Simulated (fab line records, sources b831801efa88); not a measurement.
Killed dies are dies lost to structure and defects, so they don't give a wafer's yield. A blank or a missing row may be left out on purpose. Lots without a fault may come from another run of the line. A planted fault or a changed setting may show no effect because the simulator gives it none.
Problem report in the 8D (eight disciplines) form, filled by code | flow sky130 | the parts of the form that need people (team, actions taken, sign-off) are left out

1. THE PROBLEM
killed_at_front_end at SKY_PAD_OPEN_PROBE_99 reads a mean of 68 on 6 wafers of 2 lots; wafers without a fault read 15 with a standard deviation of 4.5. That is +12 standard deviations from the usual mean.
First seen on wafer L249.2, day 49 07:57, on prober-01. The record holds 36 wafers of 12 lots with a number at this step. Rule for "out", or "out of limits": more than 4 standard deviations from the usual mean. The other wafers with a number count as sound.

2. WHAT IT IS AND WHAT IT IS NOT
question                    | is                               | is not
which readings at this step | killed_at_front_end, killed_dies | killed_at_M4_up, killed_at_contacts, killed_at_other, killed_short
which lots                  | L249, L250                       | L233, L234, L235, L236, L237, L238, L239, L240, L244, L247
which wafers of those lots  | all that have a number           | -
read on which tools         | prober-01, prober-02             | -
when                        | from day 49 07:57                | up to then (30 sound wafers)

3. SUSPECTS, AND WHAT RULES EACH OUT
Counting: a tool at a process step up to the reading stays a suspect if it ran every lot that is out and no sound lot after the first of them.
- lpcvd-02 at SKY_SPACER_CVD_00 (deposits Si3N4 from DCS/NH3, target thk 43.1 nm, time 740 s): kept. It ran every lot that is out, first L249 (day 28 06:44), and no sound lot after that; its last sound lot up to then is L247 (day 27 22:28).
- pvd_sputter-04 at SKY_METAL5_SPUTTER_03 (material Ti, target thk 5 nm, time 3.3 s): kept. It ran every lot that is out, first L249 (day 46 19:00), and no sound lot after that; its last sound lot up to then is L247 (day 46 12:14).
Left after counting: lpcvd-02 at SKY_SPACER_CVD_00, pvd_sputter-04 at SKY_METAL5_SPUTTER_03.

4. THE CAUSE (what the simulator had put in)
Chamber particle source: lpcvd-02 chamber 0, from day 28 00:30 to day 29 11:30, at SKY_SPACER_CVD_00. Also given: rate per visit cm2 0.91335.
Counting left 2 suspects, and this tool is among them.

5. THE CHAIN OF EFFECTS, in route order
Each row: a reading whose mean over the struck wafers that have a number lies more than 3 standard deviations from the usual. Only readings for which the record gives a usual standard deviation are gone through. hours: the time from each lot's start at the first step in this table that gives one to its start at this step, as a median over the lots. sigmas: the change in usual standard deviations.
hours | step                  | reading             | usual | on struck wafers | change | sigmas
0     | SKY_PAD_OPEN_PROBE_99 | killed_at_front_end | 15    | 68               | +53    | +12
0     | SKY_PAD_OPEN_PROBE_99 | killed_dies         | 86    | 131              | +45    | +5.2
The process steps in it:
- SKY_PAD_OPEN_PROBE_99

6. WHAT WOULD HAVE CAUGHT IT SOONER
In this record the first reading out of limits was taken at day 49 07:57, 511 hours after the fault began at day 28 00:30.
Of the tool readings at SKY_SPACER_CVD_00 for which the record gives a usual standard deviation, none was out on any struck wafer, so an alarm limit of 4 standard deviations on them would not have fired.
All the lots that are out (2) had begun SKY_SPACER_CVD_00 on lpcvd-02 by day 49 07:57. A hold on the tool at that time would have spared none of them.
